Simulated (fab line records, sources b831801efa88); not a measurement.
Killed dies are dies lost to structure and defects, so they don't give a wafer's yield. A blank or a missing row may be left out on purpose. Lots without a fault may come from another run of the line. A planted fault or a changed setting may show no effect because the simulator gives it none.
Which tool did it? | flow sky130 | 12 lots, 36 wafers sampled, at 3 steps of a route of 708

WHAT THE GAUGES READ, wafer by wafer
SKY_METAL2_OVL_MEAS_16. Usual: METAL2_OVL 2 nm, standard deviation 5.4.
lot  | measured     | on         | METAL2_OVL (nm) | flag
L723 | day 34 19:13 | overlay-02 | 0 3 -3          |
L724 | day 35 05:28 | overlay-01 | 0 6 4           |
L725 | day 36 22:52 | overlay-01 | -10 -10 -5      |
L727 | day 36 23:01 | overlay-02 | 6 5 -1          |
L726 | day 36 23:53 | overlay-01 | 4 5 6           |
L729 | day 37 07:39 | overlay-02 | -4 3 5          |
L733 | day 38 02:01 | overlay-01 | 2 0 2           |
L732 | day 38 06:37 | overlay-02 | -13 -4 -6       |
L734 | day 38 10:56 | overlay-02 | -6 -5 -4        |
L739 | day 39 21:42 | overlay-02 | 5 10 6          |
L740 | day 40 01:50 | overlay-01 | 4 11 9          |
L744 | day 41 04:52 | overlay-02 | 1 -4 -5         |

SKY_VIA2_OVL_MEAS_13. Usual: VIA2_OVL -5 nm, standard deviation 5.7.
lot  | measured     | on         | VIA2_OVL (nm) | flag
L723 | day 35 21:51 | overlay-01 | 14 2 2        |
L724 | day 36 08:16 | overlay-02 | 1 -8 -4       |
L725 | day 38 03:22 | overlay-01 | -6 -2 -8      |
L727 | day 38 02:40 | overlay-01 | -3 -6 -13     |
L726 | day 38 04:16 | overlay-02 | -4 -2 -3      |
L729 | day 38 11:54 | overlay-01 | -3 -4 -7      |
L733 | day 39 04:11 | overlay-02 | -11 -4 -7     |
L732 | day 39 08:34 | overlay-01 | -3 -3 -8      |
L734 | day 39 13:20 | overlay-02 | 31 31 35      | OFF
L739 | day 40 23:52 | overlay-01 | 24 26 29      | OFF
L740 | day 41 04:00 | overlay-01 | -2 1 1        |
L744 | day 42 06:23 | overlay-01 | 3 -8 -6       |

WHICH TOOL RAN EACH LOT (tool, then ch and the chambers of the sampled wafers, then the start)
lot  | SKY_VIA2_EXPOSE_09
L723 | krf_scanner-01 ch 0, day 35 09:23
L724 | krf_scanner-02 ch 0, day 35 19:34
L725 | krf_scanner-02 ch 0, day 37 14:07
L727 | krf_scanner-01 ch 0, day 37 13:48
L726 | krf_scanner-01 ch 0, day 37 14:55
L729 | krf_scanner-01 ch 0, day 37 22:35
L733 | krf_scanner-01 ch 0, day 38 16:31
L732 | krf_scanner-01 ch 0, day 38 20:30
L734 | krf_scanner-02 ch 0, day 39 01:15
L739 | krf_scanner-02 ch 0, day 40 11:14
L740 | krf_scanner-01 ch 0, day 40 16:11
L744 | krf_scanner-01 ch 0, day 41 19:03
- SKY_VIA2_EXPOSE_09: exposes mask VIM2, target cd 200 nm.

WHAT THE TOOLS THEMSELVES READ (means of the sampled wafers that have a number; where no wafer has one, the mark that the record gives instead)
The record holds no such reading with a usual standard deviation.

THE ANSWER, worked out from the rows above alone
Rule: a lot is off if the mean of its wafers that have a number lies more than 3 standard deviations from the usual mean. A lot without any number at a reading at which 4 lots or more have one is off too. The other lots that the step has rows for count as sound. The gauges are gone through in route order, then the tools' own readings, and for those a lot's mean is taken as printed above. The first step at which some lot is off is used, and at that step the reading that is off furthest; a lot without a number counts as furthest.
Off: L734, L739, at SKY_VIA2_OVL_MEAS_13 (VIA2_OVL).
A tool fits if, at a process step before that reading, it ran every lot that is off, and no sound lot after the first of them. The gauges at SKY_VIA2_OVL_MEAS_13 are tried like those tools. One fits: krf_scanner-02 at SKY_VIA2_EXPOSE_09. Its last sound lot is L725 (day 37 14:07), its first lot that is off L734 (day 39 01:15): a fault that began between those two fits.

WHAT THE SIMULATOR HAD PUT IN
Scanner matching overlay: krf_scanner-02, from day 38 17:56 on, at SKY_VIA2_EXPOSE_09. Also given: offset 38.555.
Lots struck among those shown: L734, L739. The rule above found the same.
